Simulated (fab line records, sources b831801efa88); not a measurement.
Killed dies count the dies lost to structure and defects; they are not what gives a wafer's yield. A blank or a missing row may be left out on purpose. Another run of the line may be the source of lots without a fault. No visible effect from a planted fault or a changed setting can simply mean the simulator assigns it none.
Which tool is to blame? / flow gf180mcu / Sampling: 15 lots, 45 wafers, 8 of 602 route steps

== WHAT THE GAUGES READ, wafer by wafer ==
GF_STI_THK_MEAS_22. Usual: for STI_OXIDATION_01_THK the level is 14.95 nm and the standard deviation is 0.26.
lot=L282; measured=day 2 04:20; on=film_metro-01; STI_OXIDATION_01_THK (nm)=14.56 14.35 14.38; flag=
lot=L283; measured=day 2 08:39; on=film_metro-01; STI_OXIDATION_01_THK (nm)=15.16 14.93 15.16; flag=
lot=L286; measured=day 3 01:02; on=film_metro-03; STI_OXIDATION_01_THK (nm)=15.26 15.00 15.35; flag=
lot=L287; measured=day 3 04:58; on=film_metro-03; STI_OXIDATION_01_THK (nm)=14.94 14.74 14.77; flag=
lot=L291; measured=day 4 01:55; on=film_metro-04; STI_OXIDATION_01_THK (nm)=15.03 14.88 14.71; flag=
lot=L292; measured=day 4 08:59; on=film_metro-01; STI_OXIDATION_01_THK (nm)=15.20 15.16 15.06; flag=
lot=L293; measured=day 4 12:08; on=film_metro-01; STI_OXIDATION_01_THK (nm)=15.19 15.09 15.18; flag=
lot=L294; measured=day 4 16:01; on=film_metro-01; STI_OXIDATION_01_THK (nm)=14.95 15.08 14.77; flag=
lot=L297; measured=day 5 08:26; on=film_metro-01; STI_OXIDATION_01_THK (nm)=14.70 14.56 15.08; flag=
lot=L300; measured=day 6 00:19; on=film_metro-03; STI_OXIDATION_01_THK (nm)=14.34 14.19 14.52; flag=
lot=L301; measured=day 6 05:04; on=film_metro-03; STI_OXIDATION_01_THK (nm)=14.94 15.06 15.14; flag=
lot=L302; measured=day 6 12:39; on=film_metro-01; STI_OXIDATION_01_THK (nm)=14.97 15.11 15.00; flag=
lot=L303; measured=day 6 15:06; on=film_metro-01; STI_OXIDATION_01_THK (nm)=14.92 14.86 14.84; flag=
lot=L304; measured=day 6 20:25; on=film_metro-01; STI_OXIDATION_01_THK (nm)=14.69 15.06 14.89; flag=
lot=L305; measured=day 7 01:32; on=film_metro-03; STI_OXIDATION_01_THK (nm)=14.43 14.82 14.68; flag=

GF_STI_THK_MEAS_30. Usual: for STI_OXIDATION_02_THK the level is 9.98 nm and the standard deviation is 0.18.
lot=L282; measured=day 2 06:53; on=film_metro-03; STI_OXIDATION_02_THK (nm)=9.96 10.12 10.02; flag=
lot=L283; measured=day 2 11:11; on=film_metro-01; STI_OXIDATION_02_THK (nm)=9.83 9.93 9.83; flag=
lot=L286; measured=day 3 03:31; on=film_metro-01; STI_OXIDATION_02_THK (nm)=10.15 9.90 9.90; flag=
lot=L287; measured=day 3 07:28; on=film_metro-01; STI_OXIDATION_02_THK (nm)=9.96 10.10 9.87; flag=
lot=L291; measured=day 4 05:13; on=film_metro-04; STI_OXIDATION_02_THK (nm)=9.76 10.00 9.98; flag=
lot=L292; measured=day 4 11:30; on=film_metro-03; STI_OXIDATION_02_THK (nm)=9.91 10.05 9.75; flag=
lot=L293; measured=day 4 14:38; on=film_metro-04; STI_OXIDATION_02_THK (nm)=10.05 10.05 10.04; flag=
lot=L294; measured=day 4 18:31; on=film_metro-01; STI_OXIDATION_02_THK (nm)=10.18 9.99 10.11; flag=
lot=L297; measured=day 5 10:56; on=film_metro-01; STI_OXIDATION_02_THK (nm)=9.86 9.80 9.90; flag=
lot=L300; measured=day 6 03:06; on=film_metro-04; STI_OXIDATION_02_THK (nm)=9.77 9.80 9.95; flag=
lot=L301; measured=day 6 08:01; on=film_metro-01; STI_OXIDATION_02_THK (nm)=10.34 10.21 10.30; flag=
lot=L302; measured=day 6 15:10; on=film_metro-01; STI_OXIDATION_02_THK (nm)=9.99 9.97 9.86; flag=
lot=L303; measured=day 6 19:17; on=film_metro-04; STI_OXIDATION_02_THK (nm)=10.08 10.08 10.33; flag=
lot=L304; measured=day 7 00:04; on=film_metro-03; STI_OXIDATION_02_THK (nm)=9.69 9.77 9.82; flag=
lot=L305; measured=day 7 04:07; on=film_metro-04; STI_OXIDATION_02_THK (nm)=10.00 10.08 9.99; flag=

GF_MVPSD_OVL_MEAS_07. Usual: for MVPSD_OVL the level is -0.3 nm and the standard deviation is 1.3.
lot=L282; measured=day 5 01:06; on=overlay-02; MVPSD_OVL (nm)=0.1 0.4 1.7; flag=
lot=L283; measured=day 5 05:34; on=overlay-02; MVPSD_OVL (nm)=-1.7 0.8 -0.1; flag=
lot=L286; measured=day 5 23:42; on=overlay-02; MVPSD_OVL (nm)=-1.5 0.5 -1.3; flag=
lot=L287; measured=day 6 04:07; on=overlay-01; MVPSD_OVL (nm)=1.1 0.3 0.0; flag=
lot=L291; measured=day 7 05:42; on=overlay-01; MVPSD_OVL (nm)=- - -; flag=OFF
lot=L292; measured=day 7 12:18; on=overlay-01; MVPSD_OVL (nm)=- - -; flag=OFF
lot=L293; measured=day 7 18:07; on=overlay-01; MVPSD_OVL (nm)=- - -; flag=OFF
lot=L294; measured=day 7 19:04; on=overlay-01; MVPSD_OVL (nm)=2.2 0.7 1.4; flag=
lot=L297; measured=day 8 17:42; on=overlay-01; MVPSD_OVL (nm)=-1.6 -1.4 -0.6; flag=
lot=L300; measured=day 9 11:13; on=overlay-02; MVPSD_OVL (nm)=-0.6 -0.5 -0.6; flag=
lot=L301; measured=day 9 17:25; on=overlay-01; MVPSD_OVL (nm)=-2.3 -1.8 -1.3; flag=
lot=L302; measured=day 10 00:55; on=overlay-01; MVPSD_OVL (nm)=-0.3 -0.4 -0.8; flag=
lot=L303; measured=day 10 05:42; on=overlay-01; MVPSD_OVL (nm)=0.9 -0.4 -0.8; flag=
lot=L304; measured=day 10 11:06; on=overlay-02; MVPSD_OVL (nm)=2.5 1.4 -0.5; flag=
lot=L305; measured=day 10 16:19; on=overlay-01; MVPSD_OVL (nm)=-0.7 0.5 0.7; flag=

GF_VT_IMPLANT_TW_MEAS_10. Usual: for VT_IMPLANT_TW the level is 565 and the standard deviation is 3.8.
lot=L282; measured=day 5 15:46; on=film_metro-02; VT_IMPLANT_TW=570 573 572; flag=
lot=L283; measured=day 5 20:18; on=film_metro-02; VT_IMPLANT_TW=568 573 567; flag=
lot=L286; measured=day 6 15:35; on=film_metro-03; VT_IMPLANT_TW=565 564 567; flag=
lot=L287; measured=day 6 19:22; on=film_metro-02; VT_IMPLANT_TW=570 567 571; flag=
lot=L291; measured=day 7 22:11; on=film_metro-03; VT_IMPLANT_TW=695 693 690 693 695 690; flag=OFF
lot=L292; measured=day 8 04:17; on=film_metro-01; VT_IMPLANT_TW=693 696 695 695 698 693; flag=OFF
lot=L293; measured=day 8 11:51; on=film_metro-02; VT_IMPLANT_TW=698 699 698 698 699 699; flag=OFF
lot=L294; measured=day 8 11:59; on=film_metro-02; VT_IMPLANT_TW=568 567 566; flag=
lot=L297; measured=day 9 10:41; on=film_metro-01; VT_IMPLANT_TW=559 563 561; flag=
lot=L300; measured=day 10 04:47; on=film_metro-02; VT_IMPLANT_TW=567 567 571; flag=
lot=L301; measured=day 10 11:33; on=film_metro-01; VT_IMPLANT_TW=565 562 559; flag=
lot=L302; measured=day 10 19:21; on=film_metro-01; VT_IMPLANT_TW=562 565 560; flag=
lot=L303; measured=day 11 01:23; on=film_metro-02; VT_IMPLANT_TW=568 572 570; flag=
lot=L304; measured=day 11 05:38; on=film_metro-03; VT_IMPLANT_TW=565 565 562; flag=
lot=L305; measured=day 11 11:31; on=film_metro-01; VT_IMPLANT_TW=561 559 561; flag=

GF_VT_IMPLANT_TW_MEAS_21. Usual: for VT_IMPLANT_2_TW the level is 1219 and the standard deviation is 9.
lot=L282; measured=day 6 06:20; on=film_metro-02; VT_IMPLANT_2_TW=1228 1228 1230; flag=
lot=L283; measured=day 6 11:15; on=film_metro-03; VT_IMPLANT_2_TW=1216 1221 1210; flag=
lot=L286; measured=day 7 07:05; on=film_metro-01; VT_IMPLANT_2_TW=1209 1212 1210; flag=
lot=L287; measured=day 7 11:16; on=film_metro-03; VT_IMPLANT_2_TW=1213 1213 1210; flag=
lot=L291; measured=day 8 15:53; on=film_metro-02; VT_IMPLANT_2_TW=1256 1256 1258 1257 1254 1253; flag=OFF
lot=L292; measured=day 8 20:50; on=film_metro-02; VT_IMPLANT_2_TW=1264 1257 1256 1258 1251 1259; flag=OFF
lot=L293; measured=day 9 04:15; on=film_metro-02; VT_IMPLANT_2_TW=1267 1265 1255 1252 1255 1252; flag=OFF
lot=L294; measured=day 9 04:14; on=film_metro-01; VT_IMPLANT_2_TW=1215 1218 1212; flag=
lot=L297; measured=day 10 04:05; on=film_metro-02; VT_IMPLANT_2_TW=1227 1229 1226; flag=
lot=L300; measured=day 10 22:17; on=film_metro-01; VT_IMPLANT_2_TW=1213 1213 1219; flag=
lot=L301; measured=day 11 05:57; on=film_metro-01; VT_IMPLANT_2_TW=1208 1207 1209; flag=
lot=L302; measured=day 11 14:00; on=film_metro-02; VT_IMPLANT_2_TW=1223 1232 1226; flag=
lot=L303; measured=day 11 20:20; on=film_metro-02; VT_IMPLANT_2_TW=1224 1227 1229; flag=
lot=L304; measured=day 12 00:35; on=film_metro-02; VT_IMPLANT_2_TW=1226 1225 1227; flag=
lot=L305; measured=day 12 06:19; on=film_metro-01; VT_IMPLANT_2_TW=1206 1199 1202; flag=

GF_VT_IMPLANT_TW_MEAS_32. Usual: for VT_IMPLANT_3_TW the level is 268.5 and the standard deviation is 1.5.
lot=L282; measured=day 6 21:08; on=film_metro-01; VT_IMPLANT_3_TW=267.6 265.6 266.9; flag=
lot=L283; measured=day 7 02:48; on=film_metro-03; VT_IMPLANT_3_TW=269.5 268.2 268.9; flag=
lot=L286; measured=day 7 23:05; on=film_metro-01; VT_IMPLANT_3_TW=267.8 267.1 268.8; flag=
lot=L287; measured=day 8 03:04; on=film_metro-03; VT_IMPLANT_3_TW=270.0 270.6 270.0; flag=
lot=L291; measured=day 9 08:32; on=film_metro-03; VT_IMPLANT_3_TW=569.6 571.8 571.4 570.3 568.7 568.2; flag=OFF
lot=L292; measured=day 9 13:11; on=film_metro-03; VT_IMPLANT_3_TW=571.3 568.6 572.3 568.7 570.0 568.3; flag=OFF
lot=L293; measured=day 9 21:06; on=film_metro-01; VT_IMPLANT_3_TW=567.2 567.4 572.4 568.2 567.7 564.4; flag=OFF
lot=L294; measured=day 9 21:23; on=film_metro-03; VT_IMPLANT_3_TW=268.6 267.9 268.1; flag=
lot=L297; measured=day 10 21:20; on=film_metro-01; VT_IMPLANT_3_TW=268.4 268.5 267.6; flag=
lot=L300; measured=day 11 16:47; on=film_metro-01; VT_IMPLANT_3_TW=267.6 267.5 267.6; flag=
lot=L301; measured=day 12 00:42; on=film_metro-01; VT_IMPLANT_3_TW=265.5 267.6 267.8; flag=
lot=L302; measured=day 12 09:21; on=film_metro-03; VT_IMPLANT_3_TW=268.7 270.8 268.9; flag=
lot=L303; measured=day 12 15:59; on=film_metro-01; VT_IMPLANT_3_TW=267.0 266.3 266.5; flag=
lot=L304; measured=day 12 20:23; on=film_metro-01; VT_IMPLANT_3_TW=266.9 266.8 266.8; flag=
lot=L305; measured=day 13 02:22; on=film_metro-02; VT_IMPLANT_3_TW=270.5 270.8 269.5; flag=

== TOOL THAT RAN EACH LOT (tool first, then ch and the chambers of the sampled wafers, then the start) ==
lot=L282; GF_MVPSD_COAT_02=litho_track-01 ch 0, day 4 18:15; GF_VT_IMPLANT_STRIP_31=plasma_asher-02 ch 0,1, day 6 21:02
lot=L283; GF_MVPSD_COAT_02=litho_track-01 ch 0, day 4 23:02; GF_VT_IMPLANT_STRIP_31=plasma_asher-04 ch 0,1, day 7 02:41
lot=L286; GF_MVPSD_COAT_02=litho_track-04 ch 0, day 5 16:37; GF_VT_IMPLANT_STRIP_31=plasma_asher-02 ch 0, day 7 22:59
lot=L287; GF_MVPSD_COAT_02=litho_track-04 ch 0, day 5 20:34; GF_VT_IMPLANT_STRIP_31=plasma_asher-01 ch 0,1, day 8 02:58
lot=L291; GF_MVPSD_COAT_02=litho_track-01, day 6 22:15; GF_VT_IMPLANT_STRIP_31=plasma_asher-04 ch 0,1, day 9 08:26
lot=L292; GF_MVPSD_COAT_02=litho_track-04, day 7 04:01; GF_VT_IMPLANT_STRIP_31=plasma_asher-04 ch 0,1, day 9 13:05
lot=L293; GF_MVPSD_COAT_02=litho_track-04, day 7 10:02; GF_VT_IMPLANT_STRIP_31=plasma_asher-04 ch 0,1, day 9 20:59
lot=L294; GF_MVPSD_COAT_02=litho_track-04 ch 0, day 7 11:01; GF_VT_IMPLANT_STRIP_31=plasma_asher-02 ch 0,1, day 9 21:17
lot=L297; GF_MVPSD_COAT_02=litho_track-01 ch 0, day 8 09:21; GF_VT_IMPLANT_STRIP_31=plasma_asher-01 ch 0,1, day 10 21:14
lot=L300; GF_MVPSD_COAT_02=litho_track-04 ch 0, day 9 02:46; GF_VT_IMPLANT_STRIP_31=plasma_asher-01 ch 0,1, day 11 16:41
lot=L301; GF_MVPSD_COAT_02=litho_track-01 ch 0, day 9 08:35; GF_VT_IMPLANT_STRIP_31=plasma_asher-04 ch 0,1, day 12 00:35
lot=L302; GF_MVPSD_COAT_02=litho_track-04 ch 0, day 9 16:08; GF_VT_IMPLANT_STRIP_31=plasma_asher-02 ch 0,1, day 12 09:14
lot=L303; GF_MVPSD_COAT_02=litho_track-01 ch 0, day 9 20:57; GF_VT_IMPLANT_STRIP_31=plasma_asher-02 ch 0,1, day 12 15:53
lot=L304; GF_MVPSD_COAT_02=litho_track-02 ch 0, day 10 01:54; GF_VT_IMPLANT_STRIP_31=plasma_asher-02 ch 0,1, day 12 20:17
lot=L305; GF_MVPSD_COAT_02=litho_track-04 ch 0, day 10 07:32; GF_VT_IMPLANT_STRIP_31=plasma_asher-04 ch 0,1, day 13 02:16
- GF_MVPSD_COAT_02: resist thk 3000 nm.
- GF_VT_IMPLANT_STRIP_31: strips in O2/N2.

== WHAT THE TOOLS THEMSELVES READ (means of the sampled wafers that have a number; where no wafer has one, the mark that the record gives instead) ==
GF_MVPSD_COAT_02. Usual: chill_plate_temp_C 23.00 C, standard deviation 0.11; dispense_pressure_kPa 52 kPa, standard deviation 3.8; spin_speed_rpm 1999.7 rpm, standard deviation 1.2.
lot=L282; tool=litho_track-01; chill_plate_temp_C (C)=23.06; dispense_pressure_kPa (kPa)=56; spin_speed_rpm (rpm)=1999.4; flag=
lot=L283; tool=litho_track-01; chill_plate_temp_C (C)=22.98; dispense_pressure_kPa (kPa)=56; spin_speed_rpm (rpm)=1999.2; flag=
lot=L286; tool=litho_track-04; chill_plate_temp_C (C)=23.04; dispense_pressure_kPa (kPa)=47; spin_speed_rpm (rpm)=1999.8; flag=
lot=L287; tool=litho_track-04; chill_plate_temp_C (C)=22.80; dispense_pressure_kPa (kPa)=47; spin_speed_rpm (rpm)=2000.8; flag=
lot=L291; tool=litho_track-01; chill_plate_temp_C (C)=-; dispense_pressure_kPa (kPa)=-; spin_speed_rpm (rpm)=-; flag=OFF
lot=L292; tool=litho_track-04; chill_plate_temp_C (C)=-; dispense_pressure_kPa (kPa)=-; spin_speed_rpm (rpm)=-; flag=OFF
lot=L293; tool=litho_track-04; chill_plate_temp_C (C)=-; dispense_pressure_kPa (kPa)=-; spin_speed_rpm (rpm)=-; flag=OFF
lot=L294; tool=litho_track-04; chill_plate_temp_C (C)=23.05; dispense_pressure_kPa (kPa)=47; spin_speed_rpm (rpm)=1999.4; flag=
lot=L297; tool=litho_track-01; chill_plate_temp_C (C)=22.92; dispense_pressure_kPa (kPa)=56; spin_speed_rpm (rpm)=1999.7; flag=
lot=L300; tool=litho_track-04; chill_plate_temp_C (C)=23.14; dispense_pressure_kPa (kPa)=47; spin_speed_rpm (rpm)=1998.5; flag=
lot=L301; tool=litho_track-01; chill_plate_temp_C (C)=23.06; dispense_pressure_kPa (kPa)=56; spin_speed_rpm (rpm)=2001.4; flag=
lot=L302; tool=litho_track-04; chill_plate_temp_C (C)=22.96; dispense_pressure_kPa (kPa)=47; spin_speed_rpm (rpm)=2000.5; flag=
lot=L303; tool=litho_track-01; chill_plate_temp_C (C)=23.05; dispense_pressure_kPa (kPa)=56; spin_speed_rpm (rpm)=2001.0; flag=
lot=L304; tool=litho_track-02; chill_plate_temp_C (C)=22.97; dispense_pressure_kPa (kPa)=52; spin_speed_rpm (rpm)=2001.2; flag=
lot=L305; tool=litho_track-04; chill_plate_temp_C (C)=23.15; dispense_pressure_kPa (kPa)=47; spin_speed_rpm (rpm)=1999.5; flag=

GF_VT_IMPLANT_STRIP_31. Usual: chamber_pressure_mTorr 1500.0 mTorr, standard deviation 1.4; drypump_motor_current_A 5.7 A, standard deviation 0.33; heater_power_w 336 W, standard deviation 39; oes_product_au 0.715 a.u., standard deviation 0.0047; strip_time_to_endpoint_s 12.64 s, standard deviation 0.032.
lot=L282; tool=plasma_asher-02; chamber_pressure_mTorr (mTorr)=1499.5; drypump_motor_current_A (A)=5.5; heater_power_w (W)=325; oes_product_au (a.u.)=0.718; strip_time_to_endpoint_s (s)=12.65; flag=
lot=L283; tool=plasma_asher-04; chamber_pressure_mTorr (mTorr)=1500.1; drypump_motor_current_A (A)=5.5; heater_power_w (W)=336; oes_product_au (a.u.)=0.711; strip_time_to_endpoint_s (s)=12.65; flag=
lot=L286; tool=plasma_asher-02; chamber_pressure_mTorr (mTorr)=1500.9; drypump_motor_current_A (A)=5.4; heater_power_w (W)=292; oes_product_au (a.u.)=0.714; strip_time_to_endpoint_s (s)=12.68; flag=
lot=L287; tool=plasma_asher-01; chamber_pressure_mTorr (mTorr)=1499.4; drypump_motor_current_A (A)=6.0; heater_power_w (W)=349; oes_product_au (a.u.)=0.711; strip_time_to_endpoint_s (s)=12.60; flag=
lot=L291; tool=plasma_asher-04; chamber_pressure_mTorr (mTorr)=1500.1; drypump_motor_current_A (A)=5.5; heater_power_w (W)=308; oes_product_au (a.u.)=0.715; strip_time_to_endpoint_s (s)=12.59; flag=
lot=L292; tool=plasma_asher-04; chamber_pressure_mTorr (mTorr)=1499.7; drypump_motor_current_A (A)=5.5; heater_power_w (W)=337; oes_product_au (a.u.)=0.716; strip_time_to_endpoint_s (s)=12.65; flag=
lot=L293; tool=plasma_asher-04; chamber_pressure_mTorr (mTorr)=1499.4; drypump_motor_current_A (A)=5.5; heater_power_w (W)=310; oes_product_au (a.u.)=0.715; strip_time_to_endpoint_s (s)=12.67; flag=
lot=L294; tool=plasma_asher-02; chamber_pressure_mTorr (mTorr)=1501.5; drypump_motor_current_A (A)=5.7; heater_power_w (W)=351; oes_product_au (a.u.)=0.713; strip_time_to_endpoint_s (s)=12.65; flag=
lot=L297; tool=plasma_asher-01; chamber_pressure_mTorr (mTorr)=1500.3; drypump_motor_current_A (A)=6.0; heater_power_w (W)=349; oes_product_au (a.u.)=0.716; strip_time_to_endpoint_s (s)=12.70; flag=
lot=L300; tool=plasma_asher-01; chamber_pressure_mTorr (mTorr)=1500.0; drypump_motor_current_A (A)=6.0; heater_power_w (W)=350; oes_product_au (a.u.)=0.717; strip_time_to_endpoint_s (s)=12.65; flag=
lot=L301; tool=plasma_asher-04; chamber_pressure_mTorr (mTorr)=1499.6; drypump_motor_current_A (A)=5.5; heater_power_w (W)=313; oes_product_au (a.u.)=0.717; strip_time_to_endpoint_s (s)=12.63; flag=
lot=L302; tool=plasma_asher-02; chamber_pressure_mTorr (mTorr)=1500.3; drypump_motor_current_A (A)=5.5; heater_power_w (W)=328; oes_product_au (a.u.)=0.712; strip_time_to_endpoint_s (s)=12.64; flag=
lot=L303; tool=plasma_asher-02; chamber_pressure_mTorr (mTorr)=1500.3; drypump_motor_current_A (A)=5.5; heater_power_w (W)=324; oes_product_au (a.u.)=0.717; strip_time_to_endpoint_s (s)=12.61; flag=
lot=L304; tool=plasma_asher-02; chamber_pressure_mTorr (mTorr)=1499.8; drypump_motor_current_A (A)=5.7; heater_power_w (W)=355; oes_product_au (a.u.)=0.712; strip_time_to_endpoint_s (s)=12.63; flag=
lot=L305; tool=plasma_asher-04; chamber_pressure_mTorr (mTorr)=1499.4; drypump_motor_current_A (A)=5.5; heater_power_w (W)=309; oes_product_au (a.u.)=0.719; strip_time_to_endpoint_s (s)=12.68; flag=

== THE ANSWER, worked out from the rows above alone ==
Rule: take the mean of a lot's wafers that have a number; if it is more than 3 standard deviations from the usual mean, the lot is off. A lot without any number at a reading at which 4 lots or more have one is off too. The other lots that the step has rows for count as sound. Order of review: gauges by route order, followed by the tools' own readings, for which a lot's mean as printed above is used. At the first step where some lot is off, the reading lying furthest off is the one used; lots without a number count as furthest.
Off: L291, L292, L293, at GF_MVPSD_OVL_MEAS_07 (MVPSD_OVL). Without a number there: L291, L292, L293.
If a tool, at a process step before that reading, ran all the lots that are off and no sound lot after the first of them, it fits. The gauges at GF_MVPSD_OVL_MEAS_07 aren't tried: what is off there is off at GF_VT_IMPLANT_TW_MEAS_10 too, on other tools, and a gauge's error can't cause that. Not one of the candidates tried fits.

== WHAT THE SIMULATOR HAD INSERTED ==
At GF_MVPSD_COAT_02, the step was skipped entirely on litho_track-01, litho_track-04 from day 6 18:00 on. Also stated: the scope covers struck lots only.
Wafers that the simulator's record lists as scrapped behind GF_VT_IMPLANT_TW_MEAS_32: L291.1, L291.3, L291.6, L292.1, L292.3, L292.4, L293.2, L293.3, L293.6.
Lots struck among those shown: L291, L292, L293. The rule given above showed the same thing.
